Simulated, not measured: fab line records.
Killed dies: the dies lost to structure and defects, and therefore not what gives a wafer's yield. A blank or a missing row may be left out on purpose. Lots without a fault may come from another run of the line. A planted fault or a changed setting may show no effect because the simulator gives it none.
A struck lot beside a sound one | flow sky130 | 19 out of 708 route steps
Sound: the wafers L789.1, L789.4, L789.5. Wafers L797.1, L797.5, L797.6 were the ones struck. At the end, the cause is stated.
Per side, at each step with rows, come the tool, then ch with its chambers, and then its first start. Under that, the readings that differ: sound wafers | struck wafers | difference of the means | sigmas: that difference in standard deviations of wafers without a fault.
alike: same words and numbers on both sides, and readings whose means sit less than 2 such deviations apart. not compared: any withheld reading, any reading some wafer has no value for, any bound like >300 that may hide the same value, and any number with overlapping values for which the record gives no deviation.
The two part at a step that has a row with sigmas, a row that says differs or no value, or rows on one side only. Numbers that don't overlap but have no deviation are shown without sigmas and don't part them. A reading that every wafer of one side lacks parts them only if that side has two wafers or more.

SKY_VIA1_ETCH_15: etches SiO2 in C4F8/O2/Ar, stops on TiN, target depth 351 nm, time 54 s.
  sound on rieDiel-02 ch 0,2,3, day 37 09:20; struck on rieDiel-04 ch 0,1,3, day 39 20:11
  alike: oesProductAu
  not compared: rfHoursCounterH
SKY_VIA1_STRIP_16: strips in O2/N2.
  sound on plasmaAsher-04 ch 0,1, day 37 09:23; struck on plasmaAsher-04 ch 0,1, day 39 20:14
  alike: drypumpMotorCurrentA, oesProductAu, stripTimeToEndpointS
  not compared: rfHoursCounterH
then, 5 steps without rows for these wafers: SKY_VIA1_STRIP_17 (strips in post etch residue remover, time 1200 s); SKY_VIA1_CLEAN_18 (cleans in IPA, time 180 s); SKY_VIA1_CLEAN_19 (cleans in O3/DIW); SKY_VIA1_SPUTTER_20 (material TiN, target thk 20 nm, time 80 s); SKY_VIA1_CVD_21 (deposits W, target thk 270 nm, time 80.902 s).
SKY_VIA1_RS_MEAS_22: measures by four-point-probe.
  sound: filmMetro-01 at day 37 10:08; struck: filmMetro-04 at day 39 21:02
  alike: VIA1_W_RS
SKY_VIA1_THK_MEAS_23: measures by xrf.
  sound: filmMetro-01 at day 37 10:16; struck: filmMetro-04 at day 39 21:09
  alike: VIA1_W_THK
SKY_VIA1_CMP_24: polishes, stops on SiO2, t overpolish 15 s, target thk 0 nm.
  sound on cmp-02 ch 0,3, day 37 10:22; struck on cmp-01 ch 1,2, day 39 21:16
  alike: headPressurePsi, motorCurrentA, overpolishRunS, timeToEndpointS
SKY_METAL2_SPUTTER_00: material Ti, target thk 15 nm, time 10 s.
  sound: pvdSputter-01 at day 37 10:37; struck: pvdSputter-02 at day 39 21:31
  alike: throttleValvePct
then, 1 step without rows for these wafers: SKY_METAL2_SPUTTER_01 (material TiN, target thk 20 nm, time 16.7 s).
SKY_METAL2_SPUTTER_02: material AlCu, target thk 250 nm, time 13.3 s.
  sound: pvdSputter-01 at day 37 10:40; struck: pvdSputter-02 at day 39 21:34
reading                                    | sound             | struck            | difference | sigmas
model.AlCu_of_METAL2_SPUTTER_02.thkNm (nm) | 250.3 248.6 250.7 | 225.8 229.5 226.7 | -22.5      | 
  alike: throttleValvePct
then, 1 step without rows for these wafers: SKY_METAL2_SPUTTER_03 (material Ti, target thk 5 nm, time 3.3 s).
SKY_METAL2_SPUTTER_04: material TiN, target thk 70 nm, time 58.3 s.
  sound: pvdSputter-01 at day 37 10:43; struck: pvdSputter-02 at day 39 21:36
  alike: throttleValvePct
SKY_METAL2_RS_MEAS_05: measures by four-point-probe.
  sound: filmMetro-03 at day 37 10:46; struck: filmMetro-01 at day 39 21:39
reading                 | sound                | struck               | difference | sigmas
METAL2_ALCU_RS (ohm/sq) | 0.1265 0.1273 0.1265 | 0.1411 0.1388 0.1404 | +0.0133    | +9
SKY_METAL2_THK_MEAS_06: measures by xrf.
  sound: filmMetro-03 at day 37 10:53; struck: filmMetro-01 at day 39 21:46
reading              | sound       | struck      | difference | sigmas
METAL2_ALCU_THK (nm) | 251 249 253 | 226 231 228 | -23        | -8
then, 1 step without rows for these wafers: SKY_METAL2_DEHYDRATE_07 (time 60 s).
-- the record jumps here: 10 days lie between the struck wafers' starts before and after (it left off in module METAL2 and takes up again in module PAD_OPEN, whose first step shown is number 708 of the route) --
SKY_PAD_OPEN_PROBE_99:
  sound: prober-02 at day 48 09:30; struck: prober-02 at day 50 09:10
reading                    | sound                | struck               | difference | sigmas
model.etest.met2.lineOhmUm | 0.9276 0.9157 0.9027 | 1.014 0.9903 1.016   | +0.091     | 
model.etest.met2.rsOhmSq   | 0.1284 0.1299 0.1281 | 0.1435 0.1424 0.1438 | +0.0144    | 
  alike: defectLimitedYield, killed_at_M0_to_M3, killed_at_M4_up, killedAtContacts, killedAtFrontEnd, killedAtOther, killedDies, killedOpen, killedShort, sort_bin_3_pad_short, sort_bin_5_function, sort_bin_6_memory, sortNPass, sortYieldPct

== WHERE THEY PART ==
Last at SKY_METAL2_THK_MEAS_06 as far as this record goes, first at SKY_METAL2_RS_MEAS_05. Later steps at which nothing parts them and some readings are alike: SKY_PAD_OPEN_PROBE_99.

WHY: what had been put in by the simulator
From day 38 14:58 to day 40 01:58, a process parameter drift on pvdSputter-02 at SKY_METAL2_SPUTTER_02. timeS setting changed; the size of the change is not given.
